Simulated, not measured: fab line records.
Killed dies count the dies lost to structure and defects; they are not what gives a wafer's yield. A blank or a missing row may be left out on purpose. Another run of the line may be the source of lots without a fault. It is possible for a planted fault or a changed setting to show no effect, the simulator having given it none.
2 desks, one fault	flow gf180mcu	each desk holds nothing but its own numbers, with what lay behind them at the end

== THE TOOL OWNER'S DESK: plasma asher-02 ==
The tool's own readings at GF_MVSD_STRIP_10 (strips in O2/N2): means of the sampled wafers that have a number, for each lot that ran on this tool. Marked OUT: a lot whose mean sits more than 4 standard deviations from the usual mean, which makes it out of limits; the brackets give that distance.
Columns: A = drypump motor current A at GF_MVSD_STRIP_10, usual 5.4 A; B = heater power w at GF_MVSD_STRIP_10, usual 353 W; C = oes product au at GF_MVSD_STRIP_10, usual 0.722 a.u.; D = platen temp c at GF_MVSD_STRIP_10, usual 249.99 C; E = strip time to endpoint s at GF_MVSD_STRIP_10, usual 36.99 s
lot	first seen here	A	B	C	D	E
L375	day 5 13:59	6.3	334	0.719	249.97	37.05
L376	day 5 19:23	6.3	335	0.717	250.01	36.82
L383	day 7 21:15	6.3	340	0.722	250.00	37.06
L384	day 8 01:18	6.3	339	0.944 (+49) OUT	249.96	-
This desk's finding: out of limits on L384; first on L384, day 8 01:18 (oes product au at GF_MVSD_STRIP_10). Within limits: L375, L376, L383.

== METROLOGY DESK ==
Means of the sampled wafers that have a number, per lot and without regard to the tool the lot ran on: this is what the gauges read. Marked OUT: a lot whose mean sits more than 4 standard deviations from the usual mean, which makes it out of limits; the brackets give that distance.
Columns: A = INCOMING_BOW at GF_STI_BOW_MEAS_00, usual 1 um; B = VT_IMPLANT_02_OVL at GF_VT_IMPLANT_OVL_MEAS_29, usual 0.3 nm
lot	first seen here	A	B
L371	day 1 15:00	-2	-1.5
L372	day 1 20:00	3	-0.5
L375	day 2 11:00	5	-0.8
L376	day 2 16:02	2	-0.4
L378	day 3 02:01	-2	-0.9
L379	day 3 07:00	-0	0.8
L383	day 4 03:00	8	0.0
L384	day 4 08:01	-4	1.1
L385	day 4 13:00	6	1.5
L388	day 5 04:02	-3	0.2
L390	day 5 14:02	1	-0.8
L392	day 6 00:04	-1	2.2
L393	day 6 05:02	2	0.5
Finding of this desk: none of the 13 lots has anything out of limits.

== BROUGHT TOGETHER ==
An alarm could have come from the tool owner's desk at day 8 01:18, on L384.
Nothing out of limits was seen by the metrology desk.
The metrology desk has L384 on record, within its limits.
The lots listed all ran GF_MVSD_STRIP_10 on plasma asher-02.

== WHAT THE SIMULATOR PUT IN ==
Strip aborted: plasma asher-02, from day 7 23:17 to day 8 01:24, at GF_MVSD_STRIP_10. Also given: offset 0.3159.
Struck lots among those shown: L384.
Each desk's first reading out of limits, in hours after the fault started: the tool owner's desk, 2.
